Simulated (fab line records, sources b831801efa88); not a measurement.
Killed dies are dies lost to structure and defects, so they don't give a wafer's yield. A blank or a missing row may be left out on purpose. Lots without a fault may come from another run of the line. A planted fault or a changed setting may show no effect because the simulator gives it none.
Chamber matching | flow gf180mcu | GF_STI_CMP_25 on cmp-01: 4 sister chambers
The step polishes, stops on Si3N4, t overpolish 33 s, target thk 524.6 nm. 4 wafers are shown with their chamber, then 12 later ones without.

WAFERS WITH THEIR CHAMBER
wafer  | chamber | motor_current_A (A)
L089.2 | 2       | 11.3
L089.4 | 3       | 14.4
L090.4 | 1       | 13.6
L090.5 | 0       | 13.0

WAFERS WITHOUT THEIR CHAMBER
wafer  | motor_current_A (A)
L092.1 | 14.3
L092.2 | 11.5
L092.5 | 11.1
L093.2 | 13.2
L093.4 | 13.0
L093.6 | 12.9
L095.1 | 14.3
L095.3 | 13.5
L095.4 | 13.2
L096.1 | 10.5
L096.5 | 13.5
L096.6 | 12.5

WHICH CHAMBER EACH WENT THROUGH
wafer  | from the rows above     | in truth
L092.1 | can't be placed: 3 or 1 | 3
L092.2 | 2                       | 2
L092.5 | 2                       | 2
L093.2 | can't be placed: 0 or 1 | 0
L093.4 | can't be placed: 0 or 1 | 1
L093.6 | can't be placed: 0 or 1 | 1
L095.1 | can't be placed: 3 or 1 | 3
L095.3 | can't be placed: 1 or 0 | 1
L095.4 | can't be placed: 0 or 1 | 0
L096.1 | 2                       | 2
L096.5 | can't be placed: 1 or 0 | 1
L096.6 | can't be placed: 0 or 1 | 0
Placed correctly: 3 of 12. Can't be placed from these rows: 9 (the true chamber is among the candidates in 9). Placed wrongly: 0.
How it was worked out, from the rows above alone: a wafer's distance from a chamber is the root of the sum, over the readings, of the square of ((its reading less the chamber's mean) divided by the reading's scatter). The wafer belongs to the nearest chamber; if the next one is less than 2 further off, it can't be placed. A chamber's mean is the mean of its shown wafers. The scatter: with one shown wafer a chamber, the root of the mean of the squares of how far each hidden wafer lies from its nearest shown one.
